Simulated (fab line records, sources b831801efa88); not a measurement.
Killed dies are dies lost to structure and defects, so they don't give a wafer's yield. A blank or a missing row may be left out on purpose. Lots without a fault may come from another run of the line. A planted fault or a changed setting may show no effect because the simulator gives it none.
A struck lot beside a sound one | flow gf180mcu | 37 steps out of a route of 602
Sound: wafers L726.1, L726.2, L726.5. Struck: wafer L734.2. (L734.3, L734.4 of the same lot were not struck and are left out.) The cause comes at the end.
At each step with rows: each side's tool, then ch and its chambers, then its first start. Under that, the readings that differ: sound wafers | struck wafers | difference of the means | sigmas: that difference in standard deviations of wafers without a fault.
alike: readings whose means differ by less than 2 such deviations, and words and numbers that are the same on both sides. not compared: withheld readings, readings that some wafer has no value for, bounds like >300 that may hide the same value, and numbers for which the record gives no deviation and whose values overlap.
The two part at a step that has a row with sigmas, a row that says differs or no value, or rows on one side only. Numbers that don't overlap but have no deviation are shown without sigmas and don't part them. A reading that every wafer of one side lacks parts them only if that side has two wafers or more.

first, 2 steps without rows for these wafers: GF_M3_PEB_12 (peb time 90 s); GF_M3_DEVELOP_13 (develop time 60 s).
GF_M3_CD_MEAS_14: target cd 280 nm.
  sound on cd_sem-01, day 22 05:02; struck on cd_sem-02, day 25 04:26
  alike: cd_nm
GF_M3_OVL_MEAS_15:
  sound on overlay-01, day 22 05:10; struck on overlay-01, day 25 04:32
  alike: M3_OVL
GF_M3_METAL_ETCH_16: etches the open film in Cl2/BCl3, stops on SiO2, target depth 750.8 nm, time 125.1 s.
  sound on rie_metal-03 ch 0,1, day 22 05:12; struck on rie_metal-01 ch 1, day 25 04:37
  alike: drypump_motor_current_A, oes_product_au, rf_fwd_power_W, throttle_valve_pct
  not compared: rf_hours_counter_h
then, 4 steps without rows for these wafers: GF_M3_STRIP_17 (strips in O2/N2); GF_M3_STRIP_18 (strips in post etch residue remover, time 1200 s); GF_M3_CLEAN_19 (cleans in DIW); GF_V3_CVD_00 (deposits SiO2, target thk 600 nm, time 100 s).
GF_V3_THK_MEAS_01:
  sound on film_metro-03, day 22 05:58; struck on film_metro-03, day 25 05:26
  alike: V3_CVD_00_THK
then, 1 step without rows for these wafers: GF_V3_CVD_02 (deposits SiO2 from TEOS, target thk 850 nm, time 94.851 s).
GF_V3_THK_MEAS_03:
  sound on film_metro-04, day 22 06:05; struck on film_metro-03, day 25 05:34
  alike: V3_CVD_02_THK
GF_V3_CMP_04: polishes SiO2.
  sound on cmp-01 ch 1,2, day 22 06:09; struck on cmp-02 ch 3, day 25 05:37
  reading                             | sound             | struck | difference | sigmas
  time_to_endpoint_s (s)              | 68 72 77          | 102    | +30        | +5
  model.SiO2_of_V3_CVD_02.thk_nm (nm) | 630.8 630.6 629.7 | 709.5  | +79.1      |
  alike: motor_current_A, retaining_ring_pressure_frac
GF_V3_BOW_MEAS_05:
  sound on film_metro-04, day 22 06:27; struck on film_metro-03, day 25 05:56
  alike: V3_BOW
then, 8 steps without rows for these wafers: GF_V3_DEHYDRATE_06 (time 60 s); GF_V3_HMDS_07 (prime time 60 s); GF_V3_COAT_08; GF_V3_COAT_09 (resist thk 1000 nm); GF_V3_SOFTBAKE_10 (time 60 s); GF_V3_EXPOSE_11 (exposes mask Via3, target cd 260 nm); GF_V3_PEB_12 (peb time 90 s); GF_V3_DEVELOP_13 (develop time 60 s).
GF_V3_CD_MEAS_14: target cd 260 nm.
  sound on cd_sem-01, day 23 05:52; struck on cd_sem-02, day 26 03:11
  alike: cd_nm
GF_V3_OVL_MEAS_15:
  sound on overlay-01, day 23 05:59; struck on overlay-01, day 26 03:17
  alike: V3_OVL
GF_V3_ETCH_16: etches BARC in N2/H2.
  sound on rie_diel-03 ch 0,2,3, day 23 06:01; struck on rie_diel-02 ch 3, day 26 03:19
  alike: drypump_motor_current_A, n2_flow_sccm, oes_product_au, rf_fwd_power_W, throttle_valve_pct
GF_V3_ETCH_17: etches SiO2 in C4F8/O2/Ar, stops on TiN, target depth 635 nm.
  sound on rie_diel-03 ch 0,2,3; struck on rie_diel-02 ch 3
  reading                        | sound             | struck | difference | sigmas
  oes_product_au (a.u.)          | 0.850 0.858 0.856 | 0.919  | +0.064     | +13
  model.V3.feature_depth_nm (nm) | 630.8 630.6 629.7 | 709.5  | +79.1      |
  model.etch.depth_nm (nm)       | 630.8 630.6 629.7 | 709.5  | +79.1      |
  alike: rf_fwd_power_W
GF_V3_STRIP_18: strips in O2/N2.
  sound on plasma_asher-04 ch 0,1, day 23 06:08; struck on plasma_asher-04 ch 1, day 26 03:26
  alike: drypump_motor_current_A, heater_power_w, n2_flow_sccm, oes_product_au, platen_temp_c
  not compared: rf_hours_counter_h
then, 2 steps without rows for these wafers: GF_V3_STRIP_19 (strips in post etch residue remover, time 1200 s); GF_V3_CLEAN_20 (cleans in DIW).
GF_V3_SPUTTER_21: material Ti, target thk 15 nm, time 80.02 s.
  sound on pvd_sputter-01, day 23 06:41; struck on pvd_sputter-01, day 26 03:59
  reading                  | sound             | struck | difference | sigmas
  chamber_pressure_pa (Pa) | 4.992 4.984 4.995 | 5.022  | +0.032     | +3
  alike: cathode_dc_power_W, throttle_valve_pct
then, 1 step without rows for these wafers: GF_V3_SPUTTER_22 (material TiN, target thk 10 nm, time 40 s).
GF_V3_CVD_23: deposits W, target thk 350 nm, time 104.9 s.
  sound on cvd_w-01 ch 0,1, day 23 06:47; struck on cvd_w-02 ch 1, day 26 04:05
  alike: heater_power_w
GF_V3_RS_MEAS_24: measures by four-point-probe.
  sound on film_metro-01, day 23 06:54; struck on film_metro-04, day 26 04:13
  alike: V3_W_RS
GF_V3_THK_MEAS_25: measures by xrf.
  sound on film_metro-01, day 23 07:01; struck on film_metro-04, day 26 04:20
  alike: V3_W_THK
GF_V3_CMP_26: polishes, stops on SiO2, t overpolish 15 s, target thk 0 nm.
  sound on cmp-02 ch 0,1, day 23 07:05; struck on cmp-02 ch 0, day 26 04:23
  reading                             | sound           | struck | difference | sigmas
  model.SiO2_of_V3_CVD_02.thk_nm (nm) | 627 626.8 625.9 | 705.7  | +79.1      |
  alike: motor_current_A, retaining_ring_pressure_frac
then, 1 step without rows for these wafers: GF_M4_SPUTTER_00 (material Ti, target thk 37.5 nm, time 150 s).
-- the record jumps here: 6 days lie between the struck wafers' starts before and after (it left off in module M4 and takes up again in module PASSIVATION, whose first step shown is number 602 of the route) --
GF_PASSIVATION_PROBE_99:
  the record has rows for the struck wafers here (prober-02, day 32 04:38) and none for the sound ones

WHERE THEY PART
First at GF_V3_CMP_04; last, within this record, at GF_PASSIVATION_PROBE_99.

WHY: what the simulator had put in
Process parameter drift: cmp-02, from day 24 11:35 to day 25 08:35, at GF_V3_CMP_04. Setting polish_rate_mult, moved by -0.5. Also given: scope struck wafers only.
